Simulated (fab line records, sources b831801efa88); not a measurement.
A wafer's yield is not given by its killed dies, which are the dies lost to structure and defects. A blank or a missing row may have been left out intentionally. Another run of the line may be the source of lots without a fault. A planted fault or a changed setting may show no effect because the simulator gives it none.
8D (eight disciplines) problem report, filled in by code + flow gf180mcu + the parts of the form that need people (team, actions taken, sign-off) are left out

1. WHAT WENT WRONG
V3_W_RS at GF_V3_RS_MEAS_24 reads a mean of 0.433 ohm/sq on 1 wafer of 1 lot; wafers without a fault read 0.326 ohm/sq with a standard deviation of 0.0065. Measured from the usual mean, that is +16 standard deviations.
The step: measures by four-point-probe.
Seen first at day 28 18:53 on film metro-03, wafer L802.2. Wafers with a number at this step in the record: 33, from 11 lots. Rule for "out" (also "out of limits"): further than 4 standard deviations from the usual mean. Any other wafer with a number is counted as sound.

2. WHAT THIS IS AND IS NOT
| question                    | is                | is not                                                                          |
|-----------------------------|-------------------|---------------------------------------------------------------------------------|
| which readings at this step | V3_W_RS           | -                                                                               |
| which lots                  | L802              | L787, L790, L792, L793, L794, L795, L800, L804, L806, L808                      |
| which wafers of those lots  | L802.2            | L802.1, L802.3                                                                  |
| read on which gauges        | film metro-03     | film metro-01, film metro-04                                                    |
| when                        | from day 28 18:53 | up to then (23 sound wafers); but 9 sound wafers of L804, L806, L808 came after |

3. THE SUSPECTS, EACH WITH WHAT RULES IT OUT
Counting: if a tool at a process step up to the reading ran every lot that is out, it stays a suspect. Sound lots after the first of them don't rule it out here, since some wafers of a struck lot are sound.
- the gauge at GF_V3_RS_MEAS_24: kept. All the wafers that are out were read on film metro-03, and no step on other tools shows them out.
- rie metal-02 at GF_M3_METAL_ETCH_16 (etches the open film in Cl2/BCl3, stops on SiO2, target depth 750.8 nm, time 125.1 s): kept. The lot that is out, L802, ran on it at day 27 20:55; the last sound lot it ran before that was L793, at day 24 04:31.
- cvd w-02 at GF_V3_CVD_23 (deposits W, target thk 350 nm, time 104.9 s): kept. The lot that is out, L802, ran on it at day 28 18:46; the last sound lot it ran before that was L800, at day 27 12:06.
- The sound lot-mates ran in chamber 1 of cvd w-02 at GF_V3_CVD_23, but the wafers that are out ran in chamber 0.
Still standing after the count: rie metal-02 at GF_M3_METAL_ETCH_16, cvd w-02 at GF_V3_CVD_23, film metro-03 at GF_V3_RS_MEAS_24.

4. THE CAUSE (what the simulator had put in)
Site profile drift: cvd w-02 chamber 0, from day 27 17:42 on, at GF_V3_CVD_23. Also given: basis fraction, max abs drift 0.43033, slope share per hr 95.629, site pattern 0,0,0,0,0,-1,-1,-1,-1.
Counting left 3 suspects, and this tool is among them.

5. SEQUENCE OF EFFECTS, ordered by route
Each row: a reading whose mean over the struck wafers that have a number lies more than 3 standard deviations from the usual. Only readings whose record carries a usual standard deviation are examined. hours: median over the lots of the time between each lot's start at the first step of this table that gives one and its start at this step. sigmas: the change, counted in usual standard deviations.
| hours | step              | reading  | usual        | on struck wafers | change | sigmas |
|-------|-------------------|----------|--------------|------------------|--------|--------|
| 0     | GF_V3_RS_MEAS_24  | V3_W_RS  | 0.326 ohm/sq | 0.433            | +0.107 | +16    |
| 0     | GF_V3_THK_MEAS_25 | V3_W_THK | 367 nm       | 301              | -66    | -8.2   |

6. HOW IT WOULD HAVE BEEN CAUGHT EARLIER
25 hours passed between the start of the fault at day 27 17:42 and the first reading out of limits at a measuring or inspecting step in this record, taken at day 28 18:53.
Of the tool readings at GF_V3_CVD_23 for which the record gives a usual standard deviation, none was out on any struck wafer, so an alarm limit of 4 standard deviations on them would not have fired.
All the lots that are out (1) had begun GF_V3_CVD_23 on cvd w-02 by day 28 18:53. None of them would have been spared by holding the tool at that moment.
